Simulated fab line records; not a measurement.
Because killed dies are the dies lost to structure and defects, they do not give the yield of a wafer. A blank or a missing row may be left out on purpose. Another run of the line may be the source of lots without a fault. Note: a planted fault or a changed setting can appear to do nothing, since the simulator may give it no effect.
A lot that was struck, set against a sound lot -- flow sky130 -- 14 steps out of a route of 708
Sound: the wafers L672.1, L672.5, L672.6. Wafers L686.1, L686.3, L686.5 were the ones struck. The cause is given at the end.
Order at every step that has rows: each side's tool, ch and its chambers, its first start. Under that, the readings that differ: sound wafers -- struck wafers -- difference of the means -- sigmas: that difference in standard deviations of wafers without a fault.
alike: a reading whose means differ by less than 2 such deviations, as well as words and numbers matching on both sides. not compared: withheld readings; readings where some wafer has no value; bounds like >300 that might hide an equal value; numbers whose values overlap and for which the record gives no deviation.
Wherever a step has rows on one side only, a row that says differs or no value, or a row with sigmas, the two part there. Numbers that have no deviation but don't overlap get no sigmas and don't part them. A reading missing from all wafers of one side parts the sides only when that side holds two or more wafers.

first, 1 step without rows for these wafers: SKY_METAL5_CLEAN_19 (cleans in O3/DIW).
SKY_PASSIVATION_CVD_00: deposits SiO2, target thk 90 nm.
  sound on pecvd-02 ch 0,2, day 44 12:56; struck on pecvd-02 ch 1,2, day 47 19:35
  alike: heater-power-w, susceptor-temp-C
SKY_PASSIVATION_THK_MEAS_01:
  sound: film-metro-02 at day 44 12:57; struck: film-metro-01 at day 47 19:37
  alike: PASSIVATION_CVD_00_THK
SKY_PASSIVATION_CVD_02: deposits Si3N4, target thk 540 nm.
  sound on pecvd-01 ch 1,2, day 44 13:01; struck on pecvd-03 ch 0,1,2, day 47 19:40
  alike: heater-power-w, susceptor-temp-C
SKY_PASSIVATION_THK_MEAS_03:
  sound: film-metro-02 at day 44 13:14; struck: film-metro-03 at day 47 19:53
  alike: PASSIVATION_CVD_02_THK
then, 7 steps without rows for these wafers: SKY_PASSIVATION_DEHYDRATE_04 (time 60 s); SKY_PASSIVATION_HMDS_05 (prime time 60 s); SKY_PASSIVATION_COAT_06 (resist thk 3000 nm); SKY_PASSIVATION_SOFTBAKE_07; SKY_PASSIVATION_EXPOSE_08 (exposes mask NSM, target cd 3000 nm); SKY_PASSIVATION_PEB_09; SKY_PASSIVATION_DEVELOP_10 (develop time 60 s).
SKY_PASSIVATION_ETCH_11: etches the open film in CF4/O2, stops on AlCu, target depth 725 nm, time 161.1 s.
  sound on rie-diel-02 ch 0,3, day 45 10:04; struck on rie-diel-01 ch 1,2,3, day 48 14:52
  no value came back on the struck wafers for any of 6 readings (O2_flow_sccm (sccm), bias-w (W) and others); on the sound wafers O2_flow_sccm (sccm) reads 10.019 9.981 10.044
reading,sound,struck,difference,sigmas
model.coat_of_PASSIVATION_COAT_06.thk-nm (nm),2505 2503 2507,2996 3005 2996,+494,
  not compared: rf-hours-counter-h
SKY_PASSIVATION_STRIP_12: strips in O2/N2.
  sound on plasma-asher-03 ch 0,1, day 45 10:11; struck on plasma-asher-02 ch 0,1, day 48 14:59
reading,sound,struck,difference,sigmas
strip-time-to-endpoint-s (s),31.38 31.37 31.40,36.94 37.03 36.90,+5.57,+40
  alike: drypump-motor-current-A, oes-product-au
  not compared: rf-hours-counter-h

WHERE THEY PART
Last at SKY_PASSIVATION_STRIP_12 as far as this record goes, first at SKY_PASSIVATION_ETCH_11.

WHY: what had been put in by the simulator
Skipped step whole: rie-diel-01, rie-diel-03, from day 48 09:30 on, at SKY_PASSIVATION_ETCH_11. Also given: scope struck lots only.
